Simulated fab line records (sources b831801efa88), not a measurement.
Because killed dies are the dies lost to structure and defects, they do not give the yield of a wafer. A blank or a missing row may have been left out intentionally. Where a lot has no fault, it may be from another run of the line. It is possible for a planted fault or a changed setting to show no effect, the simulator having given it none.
Which of the tools did it? | flow gf180mcu | 12 lots, 36 wafers sampled, at 2 steps of a route of 602

## WHAT THE GAUGES READ, wafer by wafer
GF_VT_IMPLANT_RS_MEAS_48: the measuring method here is four-point-probe. Usual: LVPWELL_RS gives 1196.9 ohm/sq (standard deviation 2.9).
lot  | measured     | on            | LVPWELL_RS (ohm/sq)  | flag
L937 | day 7 16:20  | film_metro-01 | 1192.7 1195.5 1194.5 |
L938 | day 7 22:35  | film_metro-04 | 1195.2 1195.7 1198.6 |
L939 | day 8 02:26  | film_metro-01 | 1196.6 1195.9 1194.6 |
L940 | day 8 13:38  | film_metro-04 | 1200.4 1200.9 1202.1 |
L942 | day 8 22:21  | film_metro-03 | 1200.2 1201.6 1199.1 |
L944 | day 9 10:54  | film_metro-04 | 1198.6 1198.7 1196.9 |
L950 | day 11 04:56 | film_metro-04 | 1197.4 1197.4 1199.0 |
L951 | day 11 13:23 | film_metro-04 | 1199.3 1197.3 1194.4 |
L954 | day 12 06:50 | film_metro-03 | 1196.1 1198.4 1195.6 |
L956 | day 12 21:27 | film_metro-03 | 1195.8 1197.3 1198.7 |
L957 | day 13 01:04 | film_metro-03 | 1198.4 1198.4 1196.4 |
L960 | day 14 05:25 | film_metro-01 | 1197.0 1195.3 1195.7 |

GF_POLY_GATE_CD_MEAS_18. Usual: cd_nm reads 280.6 nm (standard deviation 1.8).
lot  | measured     | on        | cd_nm (nm)        | flag
L937 | day 9 08:40  | cd_sem-01 | 275.3 277.0 279.4 |
L938 | day 9 15:39  | cd_sem-01 | 279.1 281.0 281.0 |
L939 | day 9 22:16  | cd_sem-01 | 279.3 279.6 280.8 |
L940 | day 10 07:07 | cd_sem-01 | 281.4 281.7 281.7 |
L942 | day 10 18:19 | cd_sem-01 | 279.8 281.7 281.7 |
L944 | day 11 05:20 | cd_sem-02 | 280.8 277.9 278.8 |
L950 | day 13 02:24 | cd_sem-01 | 284.8 282.4 283.6 |
L951 | day 13 10:59 | cd_sem-01 | 282.2 280.3 280.6 |
L954 | day 14 06:11 | cd_sem-01 | 280.9 281.7 280.8 |
L956 | day 14 21:44 | cd_sem-02 | 281.1 279.9 280.3 |
L957 | day 15 02:32 | cd_sem-02 | 282.1 282.5 282.0 |
L960 | day 16 07:55 | cd_sem-01 | 284.1 280.8 282.2 |

## WHICH TOOL RAN EACH LOT (tool, then ch and the chambers of the sampled wafers, then the start)
No process step before these readings appears in the record.

## AS READ BY THE TOOLS THEMSELVES (means over the sampled wafers that have a number; for cases with no such wafer, the mark the record gives instead)
The record holds no such reading with a usual standard deviation.

## THE ANSWER, worked out from the rows above alone
Rule: lot off if the mean of its wafers having a number is beyond 3 standard deviations from the usual mean. A lot without any number at a reading at which 4 lots or more have one is off too. The other lots that the step has rows for count as sound. First the gauges in route order, then the tools' own readings, where a lot's mean is used as printed above. At the first step where some lot is off, the reading lying furthest off is the one used; lots without a number count as furthest.
No lot is off at any reading shown: from this, nothing can be told.

## WHAT THE SIMULATOR HAD INSERTED
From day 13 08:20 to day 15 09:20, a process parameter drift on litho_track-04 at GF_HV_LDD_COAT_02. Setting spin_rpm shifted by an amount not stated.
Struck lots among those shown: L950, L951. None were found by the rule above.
